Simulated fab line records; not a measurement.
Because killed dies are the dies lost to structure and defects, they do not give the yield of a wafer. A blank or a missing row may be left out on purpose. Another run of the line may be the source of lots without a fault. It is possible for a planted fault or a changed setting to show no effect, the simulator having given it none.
fab line records	flow gf180mcu
record: lots: 24	wafers: 72	lastDay: 34
route steps=602 shown V1@358 V2@399 M3@411 V3@431
lots untouched by any fault: they come from a run of this same line in which no faults occurred
startH: the number of hours between the record's first day and the start of the first shown wafer of the lot	waitH: hours elapsed since this lot's preceding step	" the same as in the row above	L1.1+2: a row that stands for several wafers	- value missing, or start not given	* or withheld: withheld	< > ~ a bound
route shown NAME@n: names a module that has steps shown in the file, with the first one's number in the route	usual: mean/standard deviation taken from wafers without a fault	same: alike in all rows	chamber/n: place in a boat	sites: each site's reading	_std_site: standard deviation across them	_edge_site: mean of outer sites minus mean of inner sites	radiusMm: how far each site lies from the wafer's centre	mask NAME#n: copy n	behind: the tool/chamber that last shaped the wafer	hold: what put the lot on hold/how long, in hours/how the hold closed	device: names the non-switching transistor (n, p or np)	end of line: the route-end tests of the same wafers	a step with no rows: only its recipe	killed: count of dies lost to structure and defects at first sort (not the wafer's yield)	map: dies across one wafer; x = killed, . = not, _ = none there
set.NAME: the setting the step ran with; set.NAME@STEP: the setting that earlier step ran with	model.NAME: the simulator's own value behind a step, which no gauge read
steps of the route over a sample of lots; a table a step, a row a wafer
services: the hour from which a tool's chamber was out of use, counted from the record's first day as startH (under 0 if before that day), plus the number of hours and why
== steps ==
step: GF_V1_CVD_23
recipe: material: W	targetThkNm: 350	timeS: 105.05	tempC: 400	pressureTorr: 40
usual: heaterPowerW: 896/86
lot.wafer	tool	chamber	startH	waitH	heaterPowerW
L074.1	cvdW-01	1	412.29	0.0	889
L074.4	"	1	"	"	851
L074.5	"	1	"	"	875
L075.2	cvdW-01	0	418.48	0.0	1083
L075.3	"	0	"	"	1025
L075.6	"	1	"	"	874
L076.1	cvdW-02	1	424.58	0.0	846
L076.3	"	1	"	"	849
L076.5	"	1	"	"	853
L077.2	cvdW-01	1	440.36	0.0	869
L077.4	"	1	"	"	874
L077.5	"	1	"	"	882
L078.2	cvdW-01	0	444.18	0.0	1048
L078.3	"	1	"	"	851
L078.4	"	0	"	"	1064
L079.3	cvdW-02	1	459.43	0.1	833
L079.4	"	0	"	"	833
L079.5	"	0	"	"	850
L080.1	cvdW-02	1	471.07	0.0	849
L080.5	"	1	"	"	840
L080.6	"	0	"	"	843
L081.1	cvdW-02	1	475.86	0.0	870
L081.2	"	0	"	"	840
L081.5	"	1	"	"	836
L082.2	cvdW-01	1	485.98	0.0	865
L082.3	"	1	"	"	877
L082.4	"	0	"	"	1095
L083.1	cvdW-02	0	498.03	0.0	850
L083.2	"	1	"	"	871
L083.4	"	1	"	"	857
L084.1	cvdW-02	0	503.68	0.0	835
L084.2	"	1	"	"	838
L084.6	"	0	"	"	821
L085.4	cvdW-02	1	505.32	0.1	822
L085.5	"	1	"	"	848
L085.6	"	0	"	"	840
L086.1	cvdW-01	1	520.14	0.0	891
L086.3	"	0	"	"	1064
L086.6	"	1	"	"	860
L087.1	cvdW-02	1	528.38	0.0	857
L087.4	"	1	"	"	846
L087.5	"	0	"	"	847
L088.2	cvdW-02	0	545.48	0.0	812
L088.3	"	0	"	"	829
L088.5	"	1	"	"	847
L089.2	cvdW-01	0	548.38	0.0	1057
L089.3	"	1	"	"	883
L089.4	"	0	"	"	1066
L090.1	cvdW-02	0	549.33	0.0	836
L090.2	"	1	"	"	846
L090.5	"	1	"	"	862
L091.1	cvdW-01	1	569.46	0.0	885
L091.5	"	0	"	"	1065
L091.6	"	1	"	"	877
L092.1	cvdW-02	1	576.63	0.0	844
L092.2	"	0	"	"	828
L092.5	"	0	"	"	838
L093.1	cvdW-02	1	590.77	0.0	843
L093.4	"	0	"	"	844
L093.6	"	1	"	"	841
L094.1	cvdW-02	0	591.49	0.0	841
L094.2	"	1	"	"	869
L094.3	"	1	"	"	846
L095.1	cvdW-01	0	596.83	0.0	1099
L095.3	"	1	"	"	882
L095.4	"	0	"	"	1072
L096.1	cvdW-02	0	607.35	0.0	841
L096.2	"	1	"	"	832
L096.4	"	0	"	"	850
L097.2	cvdW-01	1	610.18	0.0	870
L097.5	"	0	"	"	1067
L097.6	"	1	"	"	876
step: GF_V2_ETCH_17
recipe: chemistry: C4F8/O2/Ar	maskMaterial: KrF	target: SiO2	stopOn: TiN	sourceW: 1500	biasW: 1200	pressureMtorr: 40	c4f8FlowSccm: withheld	O2_flow_sccm: 6	Ar_flow_sccm: 300	timeS: withheld	targetDepthA: 6300
usual: oesProductAu: 0.856/0.0042
lot.wafer	tool	chamber	startH	waitH	oesProductAu
L074.1	rieDiel-03	2	-	-	0.853
L074.4	"	1	"	"	0.853
L074.5	"	0	"	"	0.847
L075.2	rieDiel-02	1	-	-	0.856
L075.3	"	3	"	"	0.857
L075.6	"	0	"	"	0.849
L076.1	rieDiel-02	2	-	-	0.858
L076.3	"	1	"	"	0.861
L076.5	"	1	"	"	0.861
L077.2	rieDiel-02	1	-	-	0.851
L077.4	"	0	"	"	0.858
L077.5	"	1	"	"	0.859
L078.2	rieDiel-03	0	-	-	0.859
L078.3	"	1	"	"	0.855
L078.4	"	3	"	"	0.858
L079.3	rieDiel-03	1	-	-	0.853
L079.4	"	0	"	"	0.853
L079.5	"	3	"	"	0.853
L080.1	rieDiel-01	2	-	-	0.845
L080.5	"	1	"	"	0.855
L080.6	"	0	"	"	0.856
L081.1	rieDiel-01	3	-	-	0.853
L081.2	"	2	"	"	0.860
L081.5	"	2	"	"	0.857
L082.2	rieDiel-01	3	-	-	0.860
L082.3	"	1	"	"	0.862
L082.4	"	0	"	"	0.860
L083.1	rieDiel-01	1	-	-	0.857
L083.2	"	2	"	"	0.852
L083.4	"	1	"	"	0.864
L084.1	rieDiel-02	0	-	-	0.859
L084.2	"	1	"	"	0.848
L084.6	"	0	"	"	0.858
L085.4	rieDiel-01	1	-	-	0.857
L085.5	"	0	"	"	0.857
L085.6	"	1	"	"	0.857
L086.1	rieDiel-03	2	-	-	0.857
L086.3	"	1	"	"	0.850
L086.6	"	1	"	"	0.858
L087.1	rieDiel-03	2	-	-	0.851
L087.4	"	1	"	"	0.860
L087.5	"	2	"	"	0.858
L088.2	rieDiel-02	2	-	-	0.856
L088.3	"	0	"	"	0.858
L088.5	"	1	"	"	0.857
L089.2	rieDiel-01	0	-	-	0.855
L089.3	"	1	"	"	0.858
L089.4	"	2	"	"	0.856
L090.1	rieDiel-02	1	-	-	0.853
L090.2	"	2	"	"	0.855
L090.5	"	3	"	"	0.851
L091.1	rieDiel-01	1	-	-	0.858
L091.5	"	3	"	"	0.858
L091.6	"	0	"	"	0.860
L092.1	rieDiel-03	3	-	-	0.850
L092.2	"	0	"	"	0.850
L092.5	"	1	"	"	0.859
L093.1	rieDiel-01	2	-	-	0.852
L093.4	"	3	"	"	0.849
L093.6	"	2	"	"	0.856
L094.1	rieDiel-02	0	-	-	0.852
L094.2	"	3	"	"	0.857
L094.3	"	2	"	"	0.860
L095.1	rieDiel-03	2	-	-	0.863
L095.3	"	1	"	"	0.859
L095.4	"	3	"	"	0.855
L096.1	rieDiel-01	0	-	-	0.854
L096.2	"	2	"	"	0.853
L096.4	"	1	"	"	0.864
L097.2	rieDiel-01	2	-	-	0.850
L097.5	"	1	"	"	0.848
L097.6	"	0	"	"	0.854
step: GF_V2_THK_MEAS_25
recipe: thkMeasGauge: xrf	reads: W_of_V2_CVD_23
usual: V2_W_THK: 351/7.6
lot.wafer	tool	chamber	startH	waitH	V2_W_THK[nm]
L074.1	filmMetro-01	-	463.22	0.1	343
L074.4	"	-	"	"	340
L074.5	"	-	"	"	349
L075.2	filmMetro-04	-	469.96	0.1	345
L075.3	"	-	"	"	356
L075.6	"	-	"	"	342
L076.1	filmMetro-01	-	476.91	0.1	357
L076.3	"	-	"	"	343
L076.5	"	-	"	"	359
L077.2	filmMetro-01	-	492.77	0.1	351
L077.4	"	-	"	"	348
L077.5	"	-	"	"	346
L078.2	filmMetro-03	-	496.45	0.1	354
L078.3	"	-	"	"	348
L078.4	"	-	"	"	354
L079.3	filmMetro-03	-	510.68	0.1	370
L079.4	"	-	"	"	344
L079.5	"	-	"	"	349
L080.1	filmMetro-03	-	522.01	0.1	353
L080.5	"	-	"	"	355
L080.6	"	-	"	"	345
L081.1	filmMetro-04	-	526.06	0.1	352
L081.2	"	-	"	"	344
L081.5	"	-	"	"	353
L082.2	filmMetro-01	-	535.36	0.1	349
L082.3	"	-	"	"	346
L082.4	"	-	"	"	345
L083.1	filmMetro-01	-	547.16	0.1	351
L083.2	"	-	"	"	346
L083.4	"	-	"	"	342
L084.1	filmMetro-04	-	552.46	0.1	360
L084.2	"	-	"	"	343
L084.6	"	-	"	"	363
L085.4	filmMetro-04	-	553.96	0.1	342
L085.5	"	-	"	"	357
L085.6	"	-	"	"	345
L086.1	filmMetro-01	-	568.60	0.1	351
L086.3	"	-	"	"	348
L086.6	"	-	"	"	347
L087.1	filmMetro-01	-	576.35	0.1	349
L087.4	"	-	"	"	349
L087.5	"	-	"	"	347
L088.2	filmMetro-01	-	592.93	0.1	346
L088.3	"	-	"	"	349
L088.5	"	-	"	"	353
L089.2	filmMetro-03	-	595.23	0.1	350
L089.3	"	-	"	"	369
L089.4	"	-	"	"	346
L090.1	filmMetro-03	-	596.76	0.1	350
L090.2	"	-	"	"	350
L090.5	"	-	"	"	348
L091.1	filmMetro-01	-	615.32	0.1	353
L091.5	"	-	"	"	344
L091.6	"	-	"	"	346
L092.1	filmMetro-03	-	622.19	0.1	343
L092.2	"	-	"	"	350
L092.5	"	-	"	"	342
L093.1	filmMetro-01	-	636.08	0.1	355
L093.4	"	-	"	"	350
L093.6	"	-	"	"	356
L094.1	filmMetro-04	-	636.86	0.1	340
L094.2	"	-	"	"	351
L094.3	"	-	"	"	341
L095.1	filmMetro-01	-	640.96	0.1	371
L095.3	"	-	"	"	369
L095.4	"	-	"	"	348
L096.1	filmMetro-01	-	651.75	0.1	350
L096.2	"	-	"	"	343
L096.4	"	-	"	"	347
L097.2	filmMetro-03	-	653.36	0.1	352
L097.5	"	-	"	"	358
L097.6	"	-	"	"	346
step: GF_M3_SPUTTER_02
recipe: material: AlCu	targetThkNm: 450	powerW: 10600	timeS: 23.9	chamberPressurePa: 0.4
usual: throttleValvePct: 30.1/1.1
lot.wafer	tool	chamber	startH	waitH	throttleValvePct
L074.1	pvdSputter-01	-	463.71	0.0	30.3
L074.4	"	-	"	"	31.3
L074.5	"	-	"	"	28.2
L075.2	pvdSputter-01	-	470.44	0.0	30.3
L075.3	"	-	"	"	31.1
L075.6	"	-	"	"	30.2
L076.1	pvdSputter-03	-	477.40	0.0	27.6
L076.3	"	-	"	"	30.6
L076.5	"	-	"	"	31.7
L077.2	pvdSputter-02	-	493.25	0.0	30.7
L077.4	"	-	"	"	29.9
L077.5	"	-	"	"	31.0
L078.2	pvdSputter-01	-	496.93	0.0	31.1
L078.3	"	-	"	"	30.3
L078.4	"	-	"	"	30.3
L079.3	pvdSputter-02	-	511.16	0.0	31.1
L079.4	"	-	"	"	30.8
L079.5	"	-	"	"	31.2
L080.1	pvdSputter-01	-	522.50	0.0	28.1
L080.5	"	-	"	"	31.2
L080.6	"	-	"	"	30.4
L081.1	pvdSputter-02	-	526.56	0.0	30.7
L081.2	"	-	"	"	30.6
L081.5	"	-	"	"	31.0
L082.2	pvdSputter-02	-	535.84	0.0	31.0
L082.3	"	-	"	"	31.0
L082.4	"	-	"	"	30.2
L083.1	pvdSputter-03	-	547.65	0.0	30.5
L083.2	"	-	"	"	28.2
L083.4	"	-	"	"	27.6
L084.1	pvdSputter-02	-	552.95	0.0	30.4
L084.2	"	-	"	"	30.9
L084.6	"	-	"	"	29.6
L085.4	pvdSputter-01	-	554.42	0.0	31.6
L085.5	"	-	"	"	30.2
L085.6	"	-	"	"	30.4
L086.1	pvdSputter-02	-	569.09	0.0	30.7
L086.3	"	-	"	"	29.7
L086.6	"	-	"	"	30.8
L087.1	pvdSputter-01	-	576.84	0.0	28.5
L087.4	"	-	"	"	30.1
L087.5	"	-	"	"	30.4
L088.2	pvdSputter-02	-	593.41	0.0	30.8
L088.3	"	-	"	"	30.6
L088.5	"	-	"	"	30.6
L089.2	pvdSputter-01	-	595.71	0.0	31.1
L089.3	"	-	"	"	28.2
L089.4	"	-	"	"	28.4
L090.1	pvdSputter-01	-	597.25	0.0	28.3
L090.2	"	-	"	"	31.4
L090.5	"	-	"	"	31.0
L091.1	pvdSputter-03	-	615.81	0.0	31.9
L091.5	"	-	"	"	27.1
L091.6	"	-	"	"	31.8
L092.1	pvdSputter-01	-	622.68	0.0	31.3
L092.2	"	-	"	"	30.3
L092.5	"	-	"	"	31.3
L093.1	pvdSputter-01	-	636.71	0.0	30.5
L093.4	"	-	"	"	31.1
L093.6	"	-	"	"	31.1
L094.1	pvdSputter-03	-	637.61	0.0	32.0
L094.2	"	-	"	"	27.9
L094.3	"	-	"	"	30.4
L095.1	pvdSputter-02	-	641.45	0.0	30.9
L095.3	"	-	"	"	30.6
L095.4	"	-	"	"	30.0
L096.1	pvdSputter-01	-	652.24	0.0	30.4
L096.2	"	-	"	"	31.2
L096.4	"	-	"	"	28.3
L097.2	pvdSputter-01	-	653.84	0.0	28.0
L097.5	"	-	"	"	30.4
L097.6	"	-	"	"	30.2
step: GF_M3_CD_MEAS_14
recipe: targetCdNm: 280
usual: cdNm: 280.1/1.2
lot.wafer	tool	chamber	startH	waitH	cdNm
L074.1	cdSem-02	-	487.66	0.1	281.6
L074.4	"	-	"	"	281.6
L074.5	"	-	"	"	282.5
L075.2	cdSem-02	-	494.63	0.1	282.3
L075.3	"	-	"	"	281.3
L075.6	"	-	"	"	280.6
L076.1	cdSem-02	-	501.46	0.1	280.4
L076.3	"	-	"	"	279.0
L076.5	"	-	"	"	279.7
L077.2	cdSem-02	-	516.73	0.1	280.9
L077.4	"	-	"	"	279.4
L077.5	"	-	"	"	279.3
L078.2	cdSem-01	-	520.53	0.1	281.2
L078.3	"	-	"	"	281.4
L078.4	"	-	"	"	280.4
L079.3	cdSem-02	-	534.25	0.1	282.4
L079.4	"	-	"	"	283.7
L079.5	"	-	"	"	282.7
L080.1	cdSem-02	-	545.38	0.1	277.7
L080.5	"	-	"	"	278.0
L080.6	"	-	"	"	276.6
L081.1	cdSem-01	-	548.97	0.1	280.0
L081.2	"	-	"	"	281.4
L081.5	"	-	"	"	280.4
L082.2	cdSem-01	-	558.13	0.1	279.1
L082.3	"	-	"	"	279.4
L082.4	"	-	"	"	278.6
L083.1	cdSem-02	-	569.87	0.1	280.0
L083.2	"	-	"	"	279.8
L083.4	"	-	"	"	280.0
L084.1	cdSem-01	-	575.01	0.1	279.8
L084.2	"	-	"	"	280.3
L084.6	"	-	"	"	280.1
L085.4	cdSem-01	-	576.74	0.1	279.6
L085.5	"	-	"	"	280.2
L085.6	"	-	"	"	279.4
L086.1	cdSem-01	-	591.21	0.1	278.7
L086.3	"	-	"	"	279.1
L086.6	"	-	"	"	279.3
L087.1	cdSem-01	-	598.43	0.3	281.3
L087.4	"	-	"	"	281.4
L087.5	"	-	"	"	282.2
L088.2	cdSem-02	-	614.89	0.1	280.4
L088.3	"	-	"	"	280.9
L088.5	"	-	"	"	281.2
L089.2	cdSem-02	-	616.38	0.1	280.0
L089.3	"	-	"	"	277.9
L089.4	"	-	"	"	279.3
L090.1	cdSem-02	-	617.31	0.1	278.3
L090.2	"	-	"	"	279.1
L090.5	"	-	"	"	278.8
L091.1	cdSem-01	-	636.17	0.1	279.2
L091.5	"	-	"	"	278.7
L091.6	"	-	"	"	279.1
L092.1	cdSem-01	-	643.16	0.1	280.9
L092.2	"	-	"	"	280.9
L092.5	"	-	"	"	282.6
L093.1	cdSem-02	-	655.46	0.1	280.8
L093.4	"	-	"	"	279.2
L093.6	"	-	"	"	279.3
L094.1	cdSem-01	-	656.41	0.1	280.0
L094.2	"	-	"	"	279.5
L094.3	"	-	"	"	280.9
L095.1	cdSem-01	-	661.07	0.1	279.3
L095.3	"	-	"	"	279.6
L095.4	"	-	"	"	279.2
L096.1	cdSem-02	-	671.27	0.1	280.3
L096.2	"	-	"	"	280.5
L096.4	"	-	"	"	279.7
L097.2	cdSem-01	-	673.29	0.1	278.3
L097.5	"	-	"	"	279.5
L097.6	"	-	"	"	278.7
step: GF_V3_CVD_02
recipe: material: SiO2	targetThkNm: 850	precursor: TEOS	tempC: 400	timeS: 94.851	rfW: 600
usual: heaterPowerW: 712/110
lot.wafer	tool	chamber	startH	waitH	heaterPowerW
L074.1	pecvd-03	1	488.70	0.1	884
L074.4	"	1	"	"	888
L074.5	"	2	"	"	669
L075.2	pecvd-04	2	495.62	0.0	611
L075.3	"	1	"	"	564
L075.6	"	0	"	"	917
L076.1	pecvd-04	2	502.52	0.1	581
L076.3	"	0	"	"	862
L076.5	"	1	"	"	645
L077.2	pecvd-03	0	517.71	0.0	710
L077.4	"	2	"	"	537
L077.5	"	1	"	"	837
L078.2	pecvd-04	1	521.44	0.0	636
L078.3	"	0	"	"	768
L078.4	"	0	"	"	859
L079.3	pecvd-03	0	535.15	0.0	691
L079.4	"	2	"	"	688
L079.5	"	1	"	"	861
L080.1	pecvd-04	2	546.32	0.1	648
L080.5	"	2	"	"	539
L080.6	"	1	"	"	660
L081.1	pecvd-03	1	549.90	0.1	844
L081.2	"	2	"	"	650
L081.5	"	1	"	"	904
L082.2	pecvd-04	0	559.08	0.0	787
L082.3	"	0	"	"	841
L082.4	"	1	"	"	637
L083.1	pecvd-03	0	570.81	0.1	670
L083.2	"	1	"	"	928
L083.4	"	2	"	"	549
L084.1	pecvd-01	2	575.94	0.1	620
L084.2	"	1	"	"	705
L084.6	"	2	"	"	663
L085.4	pecvd-04	0	577.68	0.1	864
L085.5	"	2	"	"	648
L085.6	"	1	"	"	658
L086.1	pecvd-03	0	592.15	0.1	588
L086.3	"	1	"	"	863
L086.6	"	0	"	"	651
L087.1	pecvd-03	1	599.36	0.1	928
L087.4	"	2	"	"	632
L087.5	"	1	"	"	733
L088.2	pecvd-01	0	615.80	0.0	863
L088.3	"	1	"	"	682
L088.5	"	1	"	"	721
L089.2	pecvd-03	1	617.29	0.0	901
L089.3	"	2	"	"	557
L089.4	"	2	"	"	644
L090.1	pecvd-04	2	618.24	0.1	684
L090.2	"	1	"	"	571
L090.5	"	2	"	"	737
L091.1	pecvd-04	2	637.21	0.1	616
L091.5	"	0	"	"	892
L091.6	"	2	"	"	656
L092.1	pecvd-01	1	644.21	0.1	614
L092.2	"	0	"	"	894
L092.5	"	0	"	"	714
L093.1	pecvd-03	2	656.52	0.1	644
L093.4	"	1	"	"	805
L093.6	"	0	"	"	576
L094.1	pecvd-03	1	657.49	0.1	851
L094.2	"	0	"	"	604
L094.3	"	2	"	"	639
L095.1	pecvd-03	0	662.11	0.1	671
L095.3	"	1	"	"	828
L095.4	"	2	"	"	641
L096.1	pecvd-03	1	672.20	0.1	848
L096.2	"	2	"	"	637
L096.4	"	1	"	"	906
L097.2	pecvd-01	2	674.20	0.0	715
L097.5	"	0	"	"	869
L097.6	"	1	"	"	737
== services ==
tool	chamber	startH	hours	kind
cvdW-02	-	390.00	14.0	pm
pvdSputter-01	-	391.49	14.6	repair
cvdW-01	-	409.34	2.8	pm
rieDiel-01	-	416.26	4.3	pm
pvdSputter-01	-	418.78	4.6	repair
rieDiel-01	0	427.89	64.4	repair
cvdW-02	-	433.86	0.7	repair
pvdSputter-01	-	446.97	2.8	repair
cvdW-02	-	462.73	0.2	repair
cvdW-01	1	486.46	8.4	repair
cvdW-01	-	488.94	0.6	repair
pecvd-03	-	493.33	5.5	pm
rieDiel-01	2	503.03	4.6	repair
cvdW-01	-	534.31	0.2	repair
rieDiel-01	3	540.39	8.1	repair
rieDiel-01	3	568.11	26.9	repair
rieDiel-01	2	573.75	8.6	repair
rieDiel-01	0	580.02	8.1	repair
pvdSputter-01	-	603.84	2.5	repair
pecvd-03	-	605.13	0.6	repair
pecvd-03	0	625.07	4.4	repair
pvdSputter-01	-	629.59	5.7	repair
pvdSputter-01	-	644.40	3.5	repair
pvdSputter-01	-	668.77	8.6	repair
== key ==
fault none
